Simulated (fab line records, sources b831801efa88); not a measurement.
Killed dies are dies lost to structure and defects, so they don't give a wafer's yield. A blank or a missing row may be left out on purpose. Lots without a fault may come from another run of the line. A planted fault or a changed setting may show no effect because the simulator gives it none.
One fault seen from 2 desks | flow gf180mcu | each desk has only its own numbers; what lay behind them comes last

THE METROLOGY DESK
What the gauges read, lot by lot, whatever tool the lot ran on: means of the sampled wafers that have a number. A lot is out of limits, marked OUT, if its mean lies more than 4 standard deviations from the usual mean; the brackets give that distance.
Columns: A = DUAL_GATE_OXIDATION_00_THK at GF_DUAL_GATE_THK_MEAS_03, usual 10.87 nm; B = cd_nm at GF_HV_LDD_CD_MEAS_46, usual 394.8 nm
lot  | first seen here | A     | B
L461 | day 7 14:20     | 10.80 | 394.4
L471 | day 10 12:08    | 10.19 | 395.5
L472 | day 10 14:28    | 10.51 | 397.4
L473 | day 11 02:58    | 10.75 | 397.4
L476 | day 11 23:31    | 10.81 | 397.1
L477 | day 12 05:09    | 11.03 | 399.3
L479 | day 12 20:21    | 11.13 | 398.5
L481 | day 13 06:25    | 10.92 | 390.9
L482 | day 13 11:47    | 10.72 | 396.1
L483 | day 13 23:19    | 11.04 | 392.7
L484 | day 14 05:50    | 10.88 | 395.8
This desk's finding: nothing out of limits on any of the 11 lots.

THE TOOL OWNER'S DESK: furnace-01
The tool's own readings at GF_DUAL_GATE_OXIDATION_02 (stabilise 600 s, purge 300 s, target thk 10.887 nm): means of the sampled wafers that have a number, for each lot that ran on this tool. A lot is out of limits, marked OUT, if its mean lies more than 4 standard deviations from the usual mean; the brackets give that distance.
Columns: A = spike_tc_bottom_C at GF_DUAL_GATE_OXIDATION_02, usual 915.8 C; B = spike_tc_lower_C at GF_DUAL_GATE_OXIDATION_02, usual 901.0 C; C = spike_tc_upper_C at GF_DUAL_GATE_OXIDATION_02, usual 900.7 C; D = tube_center_temp_C at GF_DUAL_GATE_OXIDATION_02, usual 900 C; E = tube_center_temp_C_max at GF_DUAL_GATE_OXIDATION_02, usual 902.3
lot  | first seen here | A     | B                | C     | D             | E
L461 | day 7 12:54     | 914.7 | 899.5            | 900.2 | 900           | 902.3
L471 | day 10 10:41    | 910.8 | 895.6 (-4.9) OUT | 895.6 | 896 (-50) OUT | 898.0 (-11) OUT
L472 | day 10 13:01    | 909.5 | 895.6 (-4.9) OUT | 895.5 | 896 (-50) OUT | 898.2 (-10) OUT
L481 | day 13 04:58    | 915.1 | 900.8            | 899.1 | 900           | 902.5
L482 | day 13 10:21    | 914.0 | 901.0            | 900.0 | 900           | 902.2
L483 | day 13 21:52    | 915.6 | 899.9            | 900.3 | 900           | 902.5
L484 | day 14 04:23    | 915.2 | 901.1            | 899.5 | 900           | 902.8
This desk's finding: out of limits on L471, L472; first on L471, day 10 10:41 (spike_tc_lower_C at GF_DUAL_GATE_OXIDATION_02). In limits: L461, L481, L482, L483, L484.

PUT TOGETHER
The tool owner's desk could have raised an alarm at day 10 10:41, on L471, L472.
The metrology desk saw nothing out of limits.
The metrology desk has L471, L472 on record, within its limits.
Of the lots named, all ran GF_DUAL_GATE_OXIDATION_02 on furnace-01.

WHAT THE SIMULATOR HAD PUT IN
Process parameter drift: furnace-01, from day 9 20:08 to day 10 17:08, at GF_DUAL_GATE_OXIDATION_02. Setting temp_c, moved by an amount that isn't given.
Lots struck among those shown: L471, L472.
Hours from the fault's start to each desk's first reading out of limits: the tool owner's desk, 15.
